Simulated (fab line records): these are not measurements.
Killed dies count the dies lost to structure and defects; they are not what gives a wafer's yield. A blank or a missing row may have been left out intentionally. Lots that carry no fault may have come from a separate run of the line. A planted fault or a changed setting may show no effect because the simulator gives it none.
fab line records	flow sky130
[record] lots = 24	wafers = 72	lastDay = 50
route steps=708 shown FIELD_ISO@18 LDD_HVN@276 CONTACT@423 METAL2@498 VIA4@650
lots untouched by any fault: they come from a run of this same line in which no faults occurred
startH: the number of hours between the record's first day and the start of the first shown wafer of the lot	waitH: hours elapsed since this lot's preceding step	" repeats the value in the row above	L1.1+2: several wafers, shown together as one row	- value missing, or start not given	* or withheld: withheld	< > ~ a bound
route shown NAME@n: NAME is a module with steps in the file, n the number in the route of the first one	usual: mean and standard deviation over wafers with no fault	same: alike in all rows	chamber/n: place in a boat	sites: readings site by site	_std_site: standard deviation across them	_edge_site: inner sites' mean taken away from outer sites' mean	radiusMm: for every site, how far away it sits from the centre of the wafer	mask NAME#n: copy n	behind: the last tool/chamber to shape the wafer	hold: cause of the lot's hold/its duration in hours/its outcome	device: whichever transistor did not switch (one of n, p or np)	end of line: tests of these same wafers at the route's end	step lacking rows: just its recipe	killed: count of dies lost to structure and defects at first sort (not the wafer's yield)	map: shows each die of a wafer: x if killed, . if not, _ if none is there
set.NAME: the run value of the setting; set.NAME@STEP: its run value at that earlier step	model.NAME: the simulator's own value behind a step, which no gauge read
steps of the route over a sample of lots; a table a step, a row a wafer
services: from which hour (startH, from the record's first day; less than 0 if before it) a tool's chamber was out of use, for how many hours, and why
[[steps]]
[step SKY_FIELD_ISO_ETCH_17]
[recipe] targetDepthA = 3420	maskMaterial = Si3N4	chemistry = HBr/Cl2/O2	target = Si	taperDeg = 5	icpW = 600	biasW = 150	pressureMtorr = 15	HBr_flow_sccm = 150	Cl2_flow_sccm = 40	O2_flow_sccm = 6	timeS = 97.7
[usual] drypumpMotorCurrentA = 6.0/0.38	oesProductAu = 1.004/0.012	throttleValvePct = 25.653/0.012
lot.wafer	tool	chamber	startH	waitH	drypumpMotorCurrentA	oesProductAu	rfHoursCounterH	throttleValvePct
L074.2	rieSi-02	2	29.08	0.1	6.6	0.997	35	25.644
L074.4	"	0	"	"	5.4	1.010	24	25.653
L074.6	"	2	"	"	6.5	0.996	-	25.664
L075.1	rieSi-02	1	38.18	0.1	5.9	1.007	1	25.647
L075.3	"	2	"	"	6.5	0.995	35	25.673
L075.5	"	0	"	"	5.3	0.996	-	25.659
L076.1	rieSi-02	3	42.82	0.1	5.6	1.025	26	25.626
L076.5	"	1	"	"	6.0	1.004	-	25.655
L076.6	"	0	"	"	5.3	1.001	-	25.641
L077.1	rieSi-01	0	45.76	0.1	6.2	1.008	12	25.647
L077.2	"	3	"	"	6.3	1.001	123	25.655
L077.6	"	1	"	"	5.9	0.988	-	25.672
L078.2	rieSi-01	0	51.27	0.1	6.2	0.997	12	25.647
L078.3	"	2	"	"	6.4	1.021	150	25.654
L078.5	"	3	"	"	6.2	1.000	-	25.663
L079.3	rieSi-02	1	56.46	0.0	6.0	0.993	1	25.664
L079.4	"	2	"	"	6.5	0.994	35	25.691
L079.5	"	2	"	"	6.6	0.989	-	25.659
L080.1	rieSi-01	3	59.26	0.1	6.2	1.003	123	25.646
L080.4	"	2	"	"	6.4	1.016	150	25.634
L080.5	"	3	"	"	6.2	1.013	-	25.666
L081.2	rieSi-02	3	65.18	0.1	5.6	1.025	26	25.644
L081.3	"	2	"	"	6.5	0.994	36	25.662
L081.6	"	1	"	"	6.0	1.009	-	25.657
L082.3	rieSi-01	0	74.01	0.0	6.2	1.000	12	25.647
L082.5	"	2	"	"	6.4	1.023	-	25.661
L082.6	"	3	"	"	6.2	1.000	-	25.660
L083.1	rieSi-02	2	76.97	0.1	6.5	0.987	36	25.663
L083.5	"	1	"	"	6.0	1.005	-	25.661
L083.6	"	0	"	"	5.4	1.004	-	25.653
L084.1	rieSi-02	0	82.63	0.1	5.4	1.026	24	25.640
L084.3	"	3	"	"	5.6	1.029	26	25.640
L084.4	"	2	"	"	6.5	1.003	36	25.643
L085.1	rieSi-02	3	90.78	0.1	5.6	1.006	26	25.665
L085.3	"	0	"	"	5.4	1.005	25	25.648
L085.5	"	2	"	"	6.5	0.994	-	25.659
L086.3	rieSi-01	0	94.42	0.0	6.3	1.014	12	25.650
L086.5	"	1	"	"	5.9	0.985	-	25.669
L086.6	"	0	"	"	6.2	1.002	-	25.658
L087.3	rieSi-02	2	96.82	0.0	6.5	0.981	36	25.663
L087.4	"	1	"	"	6.0	1.002	2	25.661
L087.6	"	0	"	"	5.3	1.006	-	25.651
L088.3	rieSi-01	1	101.33	0.0	5.9	0.989	119	25.663
L088.4	"	3	"	"	6.2	1.005	123	25.647
L088.6	"	1	"	"	5.9	0.983	-	25.665
L089.1	rieSi-02	0	106.73	0.1	5.4	0.993	25	25.649
L089.3	"	2	"	"	6.5	0.994	36	25.651
L089.5	"	2	"	"	6.5	0.991	-	25.656
L090.2	rieSi-01	2	113.73	0.1	6.4	1.013	0	25.649
L090.3	"	0	"	"	6.2	1.010	13	25.642
L090.4	"	3	"	"	6.2	1.014	123	25.639
L091.1	rieSi-01	2	120.48	0.1	6.4	1.003	0	25.647
L091.5	"	0	"	"	6.2	1.018	-	25.635
L091.6	"	3	"	"	6.2	1.012	-	25.635
L092.2	rieSi-02	1	122.51	0.1	6.0	1.010	2	25.645
L092.3	"	2	"	"	6.6	1.002	36	25.656
L092.5	"	3	"	"	5.6	1.017	-	25.647
L093.4	rieSi-02	0	129.26	0.0	5.4	1.004	25	25.651
L093.5	"	3	"	"	5.7	1.008	-	25.654
L093.6	"	2	"	"	6.5	0.989	-	25.667
L094.1	rieSi-01	0	134.08	0.1	6.2	1.007	13	25.640
L094.5	"	2	"	"	6.4	0.999	-	25.666
L094.6	"	3	"	"	6.2	1.017	-	25.657
L095.2	rieSi-01	2	138.36	0.1	6.4	1.004	0	25.666
L095.4	"	3	"	"	6.2	1.008	124	25.651
L095.5	"	3	"	"	6.2	0.998	-	25.636
L096.1	rieSi-02	1	144.87	0.1	6.0	0.991	2	25.657
L096.2	"	0	"	"	5.4	1.008	25	25.667
L096.3	"	3	"	"	5.7	1.016	26	25.654
L097.1	rieSi-02	2	150.22	0.1	6.5	0.990	36	25.649
L097.4	"	1	"	"	6.0	0.992	2	25.668
L097.6	"	3	"	"	5.6	1.016	-	25.634
[step SKY_LDD_HVN_STRIP_09]
[recipe] chemistry = O2/N2	powerW = 1400	pressureMtorr = 1500	platenTempC = withheld	o2FlowSccm = 3000	n2FlowSccm = 300	overashFraction = 0.5
[usual] drypumpMotorCurrentA = 5.8/0.44	oesProductAu = 0.408/0.0044	stripTimeToEndpointS = 4.134/0.013
[same] overashFraction = 0.5
lot.wafer	tool	chamber	startH	waitH	drypumpMotorCurrentA	oesProductAu	rfHoursCounterH	stripTimeToEndpointS
L074.2	plasmaAsher-02	0	469.34	0.1	6.3	0.408	79	4.144
L074.4	"	1	"	"	6.4	0.408	-	4.119
L074.6	"	1	"	"	6.4	0.398	-	4.132
L075.1	plasmaAsher-01	1	480.48	0.1	5.4	0.409	37	4.134
L075.3	"	0	"	"	5.5	0.408	-	4.134
L075.5	"	1	"	"	5.5	0.410	-	4.141
L076.1	plasmaAsher-03	0	499.29	0.1	5.3	0.399	8	4.120
L076.5	"	0	"	"	5.3	0.412	-	4.122
L076.6	"	1	"	"	5.7	0.402	-	4.138
L077.1	plasmaAsher-02	1	501.88	0.1	6.4	0.407	82	4.136
L077.2	"	0	"	"	6.2	0.414	82	4.134
L077.6	"	0	"	"	6.3	0.410	-	4.137
L078.2	plasmaAsher-03	1	504.58	0.1	5.7	0.405	8	4.160
L078.3	"	1	"	"	5.7	0.408	-	4.129
L078.5	"	1	"	"	5.7	0.412	-	4.150
L079.3	plasmaAsher-02	0	524.33	0.1	6.2	0.420	-	4.134
L079.4	"	1	"	"	6.5	0.414	-	4.139
L079.5	"	0	"	"	6.2	0.405	-	4.123
L080.1	plasmaAsher-03	1	524.59	0.1	5.7	0.407	10	4.140
L080.4	"	0	"	"	5.3	0.415	-	4.122
L080.5	"	0	"	"	5.3	0.406	-	4.139
L081.2	plasmaAsher-03	0	533.58	0.1	5.3	0.410	11	4.132
L081.3	"	1	"	"	5.7	0.412	-	4.131
L081.6	"	1	"	"	5.7	0.404	-	4.126
L082.3	plasmaAsher-02	0	547.88	0.1	6.2	0.404	-	4.137
L082.5	"	0	"	"	6.3	0.413	-	4.149
L082.6	"	1	"	"	6.4	0.406	-	4.135
L083.1	plasmaAsher-02	0	558.28	0.1	6.3	0.408	88	4.138
L083.5	"	0	"	"	6.3	0.404	-	4.130
L083.6	"	1	"	"	6.4	0.414	-	4.127
L084.1	plasmaAsher-03	0	564.08	0.1	5.3	0.413	14	4.149
L084.3	"	1	"	"	5.7	0.403	-	4.135
L084.4	"	0	"	"	5.3	0.409	-	4.151
L085.1	plasmaAsher-02	0	574.38	0.1	6.3	0.404	90	4.153
L085.3	"	0	"	"	6.2	0.406	-	4.157
L085.5	"	0	"	"	6.2	0.398	-	4.123
L086.3	plasmaAsher-02	0	576.08	0.1	6.3	0.400	-	4.126
L086.5	"	0	"	"	6.3	0.406	-	4.122
L086.6	"	1	"	"	6.4	0.406	-	4.130
L087.3	plasmaAsher-01	0	584.98	0.1	5.5	0.410	-	4.143
L087.4	"	1	"	"	5.5	0.409	-	4.144
L087.6	"	1	"	"	5.4	0.403	-	4.138
L088.3	plasmaAsher-01	0	589.01	0.1	5.5	0.413	-	4.143
L088.4	"	1	"	"	5.4	0.409	-	4.129
L088.6	"	0	"	"	5.5	0.404	-	4.151
L089.1	plasmaAsher-01	1	594.93	0.1	5.4	0.407	49	4.150
L089.3	"	0	"	"	5.5	0.416	-	4.133
L089.5	"	1	"	"	5.4	0.407	-	4.131
L090.2	plasmaAsher-03	1	604.58	0.1	5.7	0.404	18	4.132
L090.3	"	0	"	"	5.3	0.408	-	4.168
L090.4	"	1	"	"	5.7	0.409	-	4.136
L091.1	plasmaAsher-02	0	618.83	0.1	6.3	0.408	94	4.166
L091.5	"	1	"	"	6.4	0.401	-	4.151
L091.6	"	0	"	"	6.3	0.408	-	4.146
L092.2	plasmaAsher-01	0	620.28	0.1	5.5	0.406	51	4.122
L092.3	"	0	"	"	5.5	0.411	-	4.110
L092.5	"	1	"	"	5.4	0.402	-	4.116
L093.4	plasmaAsher-03	1	632.48	0.1	5.7	0.406	-	4.137
L093.5	"	1	"	"	5.7	0.409	-	4.130
L093.6	"	0	"	"	5.3	0.415	-	4.139
L094.1	plasmaAsher-01	1	637.69	0.1	5.4	0.411	53	4.147
L094.5	"	0	"	"	5.5	0.409	-	4.114
L094.6	"	1	"	"	5.4	0.407	-	4.139
L095.2	plasmaAsher-02	1	646.98	0.1	6.4	0.408	97	4.126
L095.4	"	0	"	"	6.3	0.408	-	4.122
L095.5	"	0	"	"	6.3	0.412	-	4.134
L096.1	plasmaAsher-01	1	650.99	0.1	5.4	0.401	54	4.120
L096.2	"	0	"	"	5.5	0.410	54	4.128
L096.3	"	1	"	"	5.4	0.404	-	4.133
L097.1	plasmaAsher-01	0	660.18	0.1	5.5	0.411	55	4.134
L097.4	"	0	"	"	5.5	0.407	-	4.119
L097.6	"	1	"	"	5.5	0.402	-	4.123
[step SKY_CONTACT_ETCH_17]
[recipe] target = SiO2	chemistry = C4F8/O2/Ar	stopOn = Si3N4	maskMaterial = KrF-thick	sourceW = 1500	biasW = 1200	pressureMtorr = 40	c4f8FlowSccm = withheld	O2_flow_sccm = 6	Ar_flow_sccm = 300	timeS = withheld	targetDepthA = 3400
[usual] oesProductAu = 0.891/0.0046
lot.wafer	tool	chamber	startH	waitH	oesProductAu
L074.2	rieDiel-03	0	741.50	0.0	0.892
L074.4	"	3	"	"	0.896
L074.6	"	2	"	"	0.894
L075.1	rieDiel-02	0	749.60	0.0	0.890
L075.3	"	2	"	"	0.886
L075.5	"	3	"	"	0.893
L076.1	rieDiel-03	1	766.25	0.0	0.883
L076.5	"	0	"	"	0.889
L076.6	"	2	"	"	0.886
L077.1	rieDiel-02	2	768.69	0.0	0.888
L077.2	"	0	"	"	0.896
L077.6	"	3	"	"	0.897
L078.2	rieDiel-02	1	771.09	0.0	0.887
L078.3	"	0	"	"	0.889
L078.5	"	3	"	"	0.896
L079.3	rieDiel-03	1	785.66	0.0	0.886
L079.4	"	2	"	"	0.890
L079.5	"	1	"	"	0.894
L080.1	rieDiel-02	2	787.64	0.0	0.893
L080.4	"	1	"	"	0.892
L080.5	"	3	"	"	0.902
L081.2	rieDiel-02	0	796.25	0.0	0.893
L081.3	"	1	"	"	0.900
L081.6	"	3	"	"	0.894
L082.3	rieDiel-03	2	806.59	0.0	0.890
L082.5	"	1	"	"	0.883
L082.6	"	2	"	"	0.893
L083.1	rieDiel-02	1	817.99	0.0	0.900
L083.5	"	3	"	"	0.894
L083.6	"	0	"	"	0.889
L084.1	rieDiel-01	3	825.44	0.0	0.887
L084.3	"	0	"	"	0.889
L084.4	"	1	"	"	0.883
L085.1	rieDiel-01	0	836.16	0.0	0.886
L085.3	"	1	"	"	0.880
L085.5	"	2	"	"	0.883
L086.3	rieDiel-02	1	836.40	0.0	0.888
L086.5	"	1	"	"	0.891
L086.6	"	3	"	"	0.890
L087.3	rieDiel-02	1	841.99	0.0	0.884
L087.4	"	1	"	"	0.890
L087.6	"	3	"	"	0.891
L088.3	rieDiel-01	2	844.26	0.0	0.890
L088.4	"	3	"	"	0.892
L088.6	"	1	"	"	0.891
L089.1	rieDiel-01	2	852.15	0.0	0.890
L089.3	"	0	"	"	0.893
L089.5	"	3	"	"	0.888
L090.2	rieDiel-01	0	860.44	0.0	0.894
L090.3	"	1	"	"	0.896
L090.4	"	0	"	"	0.894
L091.1	rieDiel-02	0	871.04	0.0	0.887
L091.5	"	1	"	"	0.884
L091.6	"	2	"	"	0.883
L092.2	rieDiel-02	0	874.66	0.0	0.891
L092.3	"	2	"	"	0.886
L092.5	"	1	"	"	0.890
L093.4	rieDiel-01	3	884.86	0.0	0.894
L093.5	"	3	"	"	0.882
L093.6	"	2	"	"	0.892
L094.1	rieDiel-02	2	891.60	0.0	0.902
L094.5	"	2	"	"	0.889
L094.6	"	3	"	"	0.888
L095.2	rieDiel-01	0	901.34	0.0	0.889
L095.4	"	1	"	"	0.888
L095.5	"	1	"	"	0.891
L096.1	rieDiel-03	3	902.36	0.0	0.890
L096.2	"	2	"	"	0.888
L096.3	"	1	"	"	0.891
L097.1	rieDiel-03	3	909.65	0.0	0.889
L097.4	"	1	"	"	0.886
L097.6	"	1	"	"	0.884
[step SKY_CONTACT_ETCH_18]
[recipe] target = Si3N4	chemistry = CHF3/O2	stopOn = TiN	sourceW = 600	biasW = 200	pressureMtorr = 40	chf3FlowSccm = 50	O2_flow_sccm = 5	timeS = 39	targetDepthA = 750
[usual] drypumpMotorCurrentA = 5.7/0.37	oesProductAu = 0.858/0.009	throttleValvePct = 8.794/0.01
lot.wafer	tool	chamber	startH	waitH	drypumpMotorCurrentA	oesProductAu	rfHoursCounterH	throttleValvePct
L074.2	rieDiel-03	0	-	-	5.9	0.854	7	8.796
L074.4	"	3	"	"	6.5	0.856	30	8.808
L074.6	"	2	"	"	5.6	0.857	-	8.817
L075.1	rieDiel-02	0	-	-	5.2	0.845	18	8.796
L075.3	"	2	"	"	5.2	0.858	32	8.801
L075.5	"	3	"	"	6.0	0.867	-	8.805
L076.1	rieDiel-03	1	-	-	6.1	0.854	15	8.791
L076.5	"	0	"	"	5.9	0.868	-	8.800
L076.6	"	2	"	"	5.6	0.862	-	8.816
L077.1	rieDiel-02	2	-	-	5.2	0.852	32	8.808
L077.2	"	0	"	"	5.2	0.856	18	8.805
L077.6	"	3	"	"	5.9	0.854	-	8.819
L078.2	rieDiel-02	1	-	-	5.7	0.854	2	8.791
L078.3	"	0	"	"	5.2	0.855	18	8.804
L078.5	"	3	"	"	6.0	0.860	-	8.809
L079.3	rieDiel-03	1	-	-	6.1	0.860	16	8.790
L079.4	"	2	"	"	5.6	0.859	9	8.792
L079.5	"	1	"	"	6.1	0.857	-	8.796
L080.1	rieDiel-02	2	-	-	5.2	0.859	33	8.795
L080.4	"	1	"	"	5.6	0.866	3	8.789
L080.5	"	3	"	"	5.9	0.866	-	8.799
L081.2	rieDiel-02	0	-	-	5.2	0.868	19	8.808
L081.3	"	1	"	"	5.6	0.854	3	8.785
L081.6	"	3	"	"	6.0	0.869	-	8.786
L082.3	rieDiel-03	2	-	-	5.6	0.861	9	8.809
L082.5	"	1	"	"	6.1	0.869	-	8.783
L082.6	"	2	"	"	5.6	0.878	-	8.802
L083.1	rieDiel-02	1	-	-	5.6	0.867	4	8.790
L083.5	"	3	"	"	5.9	0.864	-	8.804
L083.6	"	0	"	"	5.2	0.864	-	8.789
L084.1	rieDiel-01	3	-	-	5.4	0.856	1	8.781
L084.3	"	0	"	"	5.5	0.853	8	8.781
L084.4	"	1	"	"	6.2	0.877	5	8.782
L085.1	rieDiel-01	0	-	-	5.5	0.838	8	8.789
L085.3	"	1	"	"	6.2	0.841	5	8.806
L085.5	"	2	"	"	5.3	0.875	-	8.799
L086.3	rieDiel-02	1	-	-	5.7	0.866	4	8.795
L086.5	"	1	"	"	5.7	0.871	-	8.817
L086.6	"	3	"	"	6.0	0.865	-	8.792
L087.3	rieDiel-02	1	-	-	5.6	0.856	5	8.794
L087.4	"	1	"	"	5.7	0.875	-	8.798
L087.6	"	3	"	"	5.9	0.865	-	8.782
L088.3	rieDiel-01	2	-	-	5.3	0.865	23	8.803
L088.4	"	3	"	"	5.4	0.868	2	8.794
L088.6	"	1	"	"	6.1	0.864	-	8.800
L089.1	rieDiel-01	2	-	-	5.3	0.843	23	8.793
L089.3	"	0	"	"	5.6	0.865	8	8.812
L089.5	"	3	"	"	5.4	0.862	-	8.774
L090.2	rieDiel-01	0	-	-	5.5	0.847	9	8.774
L090.3	"	1	"	"	6.2	0.844	6	8.786
L090.4	"	0	"	"	5.6	0.850	-	8.801
L091.1	rieDiel-02	0	-	-	5.2	0.840	22	8.783
L091.5	"	1	"	"	5.6	0.853	-	8.780
L091.6	"	2	"	"	5.2	0.848	-	8.786
L092.2	rieDiel-02	0	-	-	5.2	0.854	22	8.773
L092.3	"	2	"	"	5.2	0.842	1	8.797
L092.5	"	1	"	"	5.7	0.858	-	8.781
L093.4	rieDiel-01	3	-	-	5.4	0.867	3	8.792
L093.5	"	3	"	"	5.4	0.868	-	8.783
L093.6	"	2	"	"	5.3	0.876	-	8.803
L094.1	rieDiel-02	2	-	-	5.2	0.852	1	8.791
L094.5	"	2	"	"	5.2	0.861	-	8.794
L094.6	"	3	"	"	6.0	0.855	-	8.795
L095.2	rieDiel-01	0	-	-	5.5	0.849	10	8.785
L095.4	"	1	"	"	6.2	0.852	7	8.785
L095.5	"	1	"	"	6.2	0.854	-	8.782
L096.1	rieDiel-03	3	-	-	6.5	0.844	1	8.789
L096.2	"	2	"	"	5.6	0.843	13	8.777
L096.3	"	1	"	"	6.1	0.849	19	8.782
L097.1	rieDiel-03	3	-	-	6.5	0.852	2	8.794
L097.4	"	1	"	"	6.1	0.859	20	8.806
L097.6	"	1	"	"	6.1	0.853	-	8.811
[step SKY_METAL2_CD_MEAS_15]
[recipe] targetCdNm = 140
[usual] cdNm = 139.7/1.8
lot.wafer	tool	chamber	startH	waitH	cdNm
L074.2	cdSem-02	-	827.46	-	137.0
L074.4	"	-	"	"	137.0
L074.6	"	-	"	"	137.9
L075.1	cdSem-02	-	834.45	-	139.4
L075.3	"	-	"	"	138.9
L075.5	"	-	"	"	139.8
L076.1	cdSem-01	-	851.01	-	137.4
L076.5	"	-	"	"	138.6
L076.6	"	-	"	"	137.1
L077.1	cdSem-01	-	852.90	-	138.2
L077.2	"	-	"	"	137.9
L077.6	"	-	"	"	140.2
L078.2	cdSem-01	-	855.66	-	140.1
L078.3	"	-	"	"	139.0
L078.5	"	-	"	"	138.5
L079.3	cdSem-02	-	869.49	-	141.0
L079.4	"	-	"	"	140.5
L079.5	"	-	"	"	140.2
L080.1	cdSem-01	-	872.39	-	138.1
L080.4	"	-	"	"	137.8
L080.5	"	-	"	"	138.4
L081.2	cdSem-01	-	880.03	-	138.9
L081.3	"	-	"	"	140.7
L081.6	"	-	"	"	139.3
L082.3	cdSem-02	-	890.20	-	141.3
L082.5	"	-	"	"	139.0
L082.6	"	-	"	"	140.7
L083.1	cdSem-01	-	902.10	-	142.1
L083.5	"	-	"	"	140.4
L083.6	"	-	"	"	140.7
L084.1	cdSem-01	-	908.09	-	140.3
L084.3	"	-	"	"	139.0
L084.4	"	-	"	"	140.3
L085.1	cdSem-01	-	917.91	-	141.7
L085.3	"	-	"	"	143.3
L085.5	"	-	"	"	143.8
L086.3	cdSem-02	-	918.60	-	142.4
L086.5	"	-	"	"	141.4
L086.6	"	-	"	"	140.3
L087.3	cdSem-01	-	922.84	-	137.3
L087.4	"	-	"	"	138.1
L087.6	"	-	"	"	136.6
L088.3	cdSem-01	-	925.65	-	139.0
L088.4	"	-	"	"	138.2
L088.6	"	-	"	"	138.7
L089.1	cdSem-01	-	933.36	-	140.7
L089.3	"	-	"	"	140.5
L089.5	"	-	"	"	139.5
L090.2	cdSem-02	-	941.17	-	139.4
L090.3	"	-	"	"	138.5
L090.4	"	-	"	"	138.9
L091.1	cdSem-02	-	951.10	-	139.3
L091.5	"	-	"	"	139.7
L091.6	"	-	"	"	141.5
L092.2	cdSem-02	-	954.17	-	142.4
L092.3	"	-	"	"	142.1
L092.5	"	-	"	"	141.7
L093.4	cdSem-02	-	965.26	-	142.4
L093.5	"	-	"	"	142.9
L093.6	"	-	"	"	142.3
L094.1	cdSem-02	-	970.34	-	138.4
L094.5	"	-	"	"	138.9
L094.6	"	-	"	"	140.6
L095.2	cdSem-02	-	978.32	-	138.2
L095.4	"	-	"	"	137.6
L095.5	"	-	"	"	140.1
L096.1	cdSem-01	-	981.64	-	137.9
L096.2	"	-	"	"	137.8
L096.3	"	-	"	"	139.2
L097.1	cdSem-02	-	988.60	-	139.0
L097.4	"	-	"	"	139.5
L097.6	"	-	"	"	137.9
[step SKY_VIA4_OVL_MEAS_11]
[usual] VIA4_OVL = -0.7/1.3
lot.wafer	tool	chamber	startH	waitH	VIA4_OVL[nm]
L074.2	overlay-02	-	1011.90	0.1	0.7
L074.4	"	-	"	"	-1.0
L074.6	"	-	"	"	-0.4
L075.1	overlay-01	-	1018.09	0.1	-1.7
L075.3	"	-	"	"	-2.5
L075.5	"	-	"	"	-3.7
L076.1	overlay-01	-	1031.24	0.1	-0.3
L076.5	"	-	"	"	-1.1
L076.6	"	-	"	"	-1.5
L077.1	overlay-01	-	1035.44	0.1	-0.8
L077.2	"	-	"	"	-0.7
L077.6	"	-	"	"	-0.7
L078.2	overlay-02	-	1037.55	0.1	-0.5
L078.3	"	-	"	"	-0.1
L078.5	"	-	"	"	-0.7
L079.3	overlay-01	-	1046.32	0.1	-2.3
L079.4	"	-	"	"	-2.2
L079.5	"	-	"	"	-0.9
L080.1	overlay-02	-	1050.84	0.1	0.4
L080.4	"	-	"	"	-0.9
L080.5	"	-	"	"	-1.2
L081.2	overlay-02	-	1053.76	0.1	-1.7
L081.3	"	-	"	"	-0.9
L081.6	"	-	"	"	0.1
L082.3	overlay-02	-	1067.16	0.1	0.4
L082.5	"	-	"	"	0.1
L082.6	"	-	"	"	-0.5
L083.1	overlay-01	-	1075.64	0.1	0.2
L083.5	"	-	"	"	1.9
L083.6	"	-	"	"	1.9
L084.1	overlay-02	-	1079.64	0.1	2.1
L084.3	"	-	"	"	1.2
L084.4	"	-	"	"	1.7
L085.1	overlay-01	-	1089.09	0.1	0.8
L085.3	"	-	"	"	-0.1
L085.5	"	-	"	"	-0.2
L086.3	overlay-01	-	1091.66	0.1	1.4
L086.5	"	-	"	"	0.5
L086.6	"	-	"	"	0.9
L087.3	overlay-02	-	1091.96	0.1	-1.4
L087.4	"	-	"	"	-2.2
L087.6	"	-	"	"	-3.0
L088.3	overlay-01	-	1095.51	0.1	0.8
L088.4	"	-	"	"	-0.3
L088.6	"	-	"	"	0.0
L089.1	overlay-01	-	1101.54	0.1	0.2
L089.3	"	-	"	"	-1.0
L089.5	"	-	"	"	-1.3
L090.2	overlay-01	-	1107.75	0.1	0.3
L090.3	"	-	"	"	0.4
L090.4	"	-	"	"	0.5
L091.1	overlay-02	-	1116.54	0.1	-2.7
L091.5	"	-	"	"	-1.9
L091.6	"	-	"	"	-2.0
L092.2	overlay-02	-	1121.05	0.1	-1.8
L092.3	"	-	"	"	-1.8
L092.5	"	-	"	"	-2.0
L093.4	overlay-01	-	1127.51	0.1	-0.5
L093.5	"	-	"	"	-1.9
L093.6	"	-	"	"	-1.6
L094.1	overlay-01	-	1133.59	0.1	0.8
L094.5	"	-	"	"	0.5
L094.6	"	-	"	"	-0.7
L095.2	overlay-02	-	1140.25	0.1	-0.9
L095.4	"	-	"	"	-1.0
L095.5	"	-	"	"	-1.6
L096.1	overlay-02	-	1141.54	0.1	-3.1
L096.2	"	-	"	"	-1.7
L096.3	"	-	"	"	-2.1
L097.1	overlay-02	-	1146.94	0.1	-1.9
L097.4	"	-	"	"	-0.7
L097.6	"	-	"	"	-1.4
[[services]]
tool	chamber	startH	hours	kind
rieDiel-01	0	6.95	7.3	repair
rieDiel-01	-	40.86	2.8	pm
rieDiel-01	1	46.27	5.4	repair
rieDiel-01	-	54.20	0.1	repair
rieSi-02	-	85.48	0.1	repair
rieDiel-02	1	109.73	9.0	repair
rieDiel-02	1	155.39	8.3	repair
rieDiel-01	1	193.15	3.9	repair
rieDiel-01	0	197.53	7.9	repair
rieDiel-02	1	198.98	12.1	repair
rieDiel-01	2	205.37	12.3	repair
rieSi-02	3	209.55	6.1	repair
rieDiel-02	-	262.69	0.6	repair
rieDiel-01	3	284.88	12.0	repair
rieDiel-01	-	298.39	0.4	repair
rieDiel-02	1	344.37	5.4	repair
rieDiel-02	-	358.06	21.2	repair
rieDiel-02	-	496.15	2.4	repair
rieDiel-02	0	609.45	4.5	repair
rieDiel-02	-	622.06	0.5	repair
rieDiel-02	-	664.99	1.1	repair
rieDiel-02	-	697.98	0.8	repair
rieDiel-02	2	830.67	4.1	repair
rieDiel-02	1	845.75	3.2	repair
[[key]]
fault none
